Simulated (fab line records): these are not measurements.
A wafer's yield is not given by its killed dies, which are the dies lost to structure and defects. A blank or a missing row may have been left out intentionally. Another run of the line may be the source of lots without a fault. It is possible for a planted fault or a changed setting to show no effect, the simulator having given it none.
One fault through the eyes of 2 desks || flow sky130 || every desk sees just its own numbers, and what lay behind them comes last

== TOOL OWNER'S DESK, implanter-04 ==
The tool's own readings at SKY_VT_ADJUST_LVTN_IMPLANT_08: means of the sampled wafers that have a number, for each lot that ran on this tool. The brackets show how far a lot's mean lies from the usual mean; more than 4 standard deviations puts the lot out of limits, marked OUT.
Columns: A = dose-ions-cm2 at SKY_VT_ADJUST_LVTN_IMPLANT_08, usual 1.57e+12; B = faraday-current-uA at SKY_VT_ADJUST_LVTN_IMPLANT_08, usual 8.88
{"lot": "L562", "first seen here": "day 7 16:44", "A": 1.57e+12, "B": 8.61}
{"lot": "L563", "first seen here": "day 7 20:22", "A": 1.57e+12, "B": 8.88}
{"lot": "L564", "first seen here": "day 8 03:08", "A": 1.57e+12, "B": 8.82}
{"lot": "L567", "first seen here": "day 8 23:03", "A": "1.58e+11 (-99 or more) OUT", "B": "0.89 (-44) OUT"}
{"lot": "L568", "first seen here": "day 9 02:24", "A": "1.57e+11 (-99 or more) OUT", "B": "0.87 (-44) OUT"}
{"lot": "L569", "first seen here": "day 9 07:29", "A": "1.57e+11 (-99 or more) OUT", "B": "0.87 (-45) OUT"}
{"lot": "L579", "first seen here": "day 12 02:56", "A": 1.57e+12, "B": 9.10}
This desk's verdict: out of limits on L567, L568, L569, starting with L567 at day 8 23:03 (dose-ions-cm2 at SKY_VT_ADJUST_LVTN_IMPLANT_08). In limits: L562, L563, L564, L579.

== THE METROLOGY DESK ==
What the gauges read for every lot (on any tool): the sampled wafers with a number, averaged. The brackets show how far a lot's mean lies from the usual mean; more than 4 standard deviations puts the lot out of limits, marked OUT.
Columns: A = NWELL_TW at SKY_NWELL_TW_MEAS_15, usual 1826; B = VT_ADJUST_LVTN_TW at SKY_VT_ADJUST_LVTN_TW_MEAS_10, usual 241.6; C = cd-nm at SKY_VT_ADJUST_NCORE_CD_MEAS_07, usual 379.8 nm; D = SONOS_ONO_OVL at SKY_SONOS_ONO_OVL_MEAS_14, usual 0.3 nm
{"lot": "L561", "first seen here": "day 5 03:38", "A": 1820, "B": 240.6, "C": 378.3, "D": 0.0}
{"lot": "L562", "first seen here": "day 5 06:48", "A": 1823, "B": 242.2, "C": 381.7, "D": -2.5}
{"lot": "L563", "first seen here": "day 5 10:20", "A": 1842, "B": 243.1, "C": 380.3, "D": -0.4}
{"lot": "L564", "first seen here": "day 5 15:41", "A": 1823, "B": 240.3, "C": 381.4, "D": 0.1}
{"lot": "L567", "first seen here": "day 6 09:44", "A": 1836, "B": "131.2 (-92) OUT", "C": "-", "D": "-"}
{"lot": "L568", "first seen here": "day 6 13:35", "A": 1813, "B": "128.8 (-94) OUT", "C": "-", "D": "-"}
{"lot": "L569", "first seen here": "day 6 17:23", "A": 1815, "B": "126.7 (-96) OUT", "C": "-", "D": "-"}
{"lot": "L575", "first seen here": "day 8 05:58", "A": 1824, "B": 241.2, "C": 381.0, "D": 1.0}
{"lot": "L576", "first seen here": "day 8 12:02", "A": 1833, "B": 241.1, "C": 382.2, "D": -1.3}
{"lot": "L579", "first seen here": "day 9 06:28", "A": 1815, "B": 241.5, "C": 379.6, "D": -0.2}
{"lot": "L580", "first seen here": "day 9 09:02", "A": 1819, "B": 240.3, "C": 382.1, "D": 3.2}
{"lot": "L581", "first seen here": "day 9 15:11", "A": 1808, "B": 240.0, "C": 378.5, "D": 3.5}
{"lot": "L582", "first seen here": "day 9 22:21", "A": 1828, "B": 243.4, "C": 379.3, "D": 0.1}
{"lot": "L583", "first seen here": "day 10 03:52", "A": 1831, "B": 243.0, "C": 379.3, "D": 1.0}
Per this desk, out of limits: L567, L568, L569; the first was L567, day 8 23:17 (VT_ADJUST_LVTN_TW at SKY_VT_ADJUST_LVTN_TW_MEAS_10). In limits: L561, L562, L563, L564, L575, L576, L579, L580, L581, L582, L583.

== BROUGHT TOGETHER ==
The tool owner's desk could have raised an alarm at day 8 23:03, on L567, L568, L569.
An alarm was possible from the metrology desk at day 8 23:17, on L567, L568, L569.
The lots listed all ran SKY_VT_ADJUST_LVTN_IMPLANT_08 on implanter-04.

== WHAT THE SIMULATOR PUT IN ==
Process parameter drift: implanter-04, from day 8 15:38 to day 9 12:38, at SKY_VT_ADJUST_LVTN_IMPLANT_08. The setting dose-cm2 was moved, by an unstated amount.
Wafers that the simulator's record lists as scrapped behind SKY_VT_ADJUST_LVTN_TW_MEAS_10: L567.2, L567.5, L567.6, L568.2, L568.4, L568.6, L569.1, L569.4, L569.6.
Shown lots that were struck: L567, L568, L569.
Counting hours from when the fault started, the first reading out of limits came at 7 for the tool owner's desk and at 8 for the metrology desk.
